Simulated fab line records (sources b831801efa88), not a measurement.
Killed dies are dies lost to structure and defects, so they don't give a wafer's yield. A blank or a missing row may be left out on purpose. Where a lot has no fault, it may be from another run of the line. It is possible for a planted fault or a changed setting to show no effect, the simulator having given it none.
Lot-split experiment	flow sfq-line	23 wafers read from 5 lots, route of 325 steps

== ON THE SPLIT ==
At SFQ_TRILAYER_R5_LITHO_PEB_139 (peb time 60 s), the setting peb-time-s was moved away from the recipe's 60 s on 6 of the 23 wafers read, by -13.9% to +10.1%. For the rest of the wafers, this setting stayed at what the recipe calls for.

== SPLIT TO READING: what lies between them in the file, 1 step ==
- SFQ_TRILAYER_R5_LITHO_DEVELOP_138: time 60 s

== THE READING ==
R5.cd-nm (the simulator's own value, which no gauge read), in nm, at SFQ_TRILAYER_R5_BARC_OPEN_METAL_ETCH_177 (etches BARC in O2, target depth 125 nm, time 41.7 s). There is no usual value for it anywhere in the file. Average 500.9 nm, standard deviation 1.5 nm, over the 17 wafers here run with the recipe.

wafer	tool, chamber at the split	peb-time-s as run, s	against the recipe	R5.cd-nm, nm	against lot-mates on the recipe
L074.1	litho-track-01, 0	66.06	+10.1%	487.3	-13.4
L074.2	litho-track-01, 0	60	recipe	500.8	-
L074.3	litho-track-01, 0	60	recipe	500.7	-
L074.4	litho-track-01, 0	66.06	+10.1%	487.8	-12.9
L074.5	litho-track-01, 0	66.06	+10.1%	487.5	-13.2
L075.1	litho-track-03, 0	60	recipe	501.9	-
L075.2	litho-track-03, 0	60	recipe	502.7	-
L075.4	litho-track-03, 0	60	recipe	502	-
L079.1	litho-track-02, 0	60	recipe	501.8	-
L079.3	litho-track-02, 0	60	recipe	501.1	-
L079.4	litho-track-02, 0	60	recipe	502.5	-
L079.5	litho-track-02, 0	60	recipe	500.7	-
L079.6	litho-track-02, 0	60	recipe	501.6	-
L081.2	litho-track-02, 0	60	recipe	498.7	-
L081.3	litho-track-02, 0	51.69	-13.9%	521.5	+22.2
L081.4	litho-track-02, 0	60	recipe	499.8	-
L081.5	litho-track-02, 0	51.69	-13.9%	520.9	+21.6
L081.6	litho-track-02, 0	51.69	-13.9%	520.4	+21.1
L084.1	litho-track-01, 0	60	recipe	497.7	-
L084.2	litho-track-01, 0	60	recipe	503.2	-
L084.3	litho-track-01, 0	60	recipe	501.5	-
L084.4	litho-track-01, 0	60	recipe	498.1	-
L084.5	litho-track-01, 0	60	recipe	500.1	-

FIT RESULTS
A straight line over all 23 wafers: R5.cd-nm changes by -1.4 nm for each +1% of peb-time-s; r = -0.99; the points scatter about the line by 1.4 nm.
The same after taking each lot's own level away (the mean of its wafers on the recipe; 23 wafers): -1.47 nm for each +1%; r = -0.99; scatter 1.3 nm.
The reading moves by 20 nm for the largest change in peb-time-s, on that fit.
The lots' own levels span 499.25 to 502.20 nm, that is 1.9 times the standard deviation above.
The two slopes agree, so the slope changes little with the lot-to-lot level.
Check: +20.3 nm against its lot-mates is what the line predicts for one of the wafers moved furthest among these (-13.9%) when that wafer is left out of the fit. Against them it came out at +22.2 nm.

== THE OTHER SPLITS THESE WAFERS WENT THROUGH ==
These wafers also went through other splits before the reading. Each is held against what the fit with the lots' levels taken away leaves over:
other split on the same wafers	wafers away from the commonest value	r with R5.cd-nm (lot level and that fit taken away)
SFQ_TRILAYER_M5_LITHO_EXPOSE_124 dose-mj	10	+0.35
SFQ_TRILAYER_A5B_DEP_PECVD_129 time-s	8	-0.35
SFQ_TRILAYER_R5_DEP_SPUTTER_132 time-s	6	-0.38

== THE FILE'S OWN FIT ==
R5.cd-nm changes by -1.47 nm for each +1% of peb-time-s, r = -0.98.
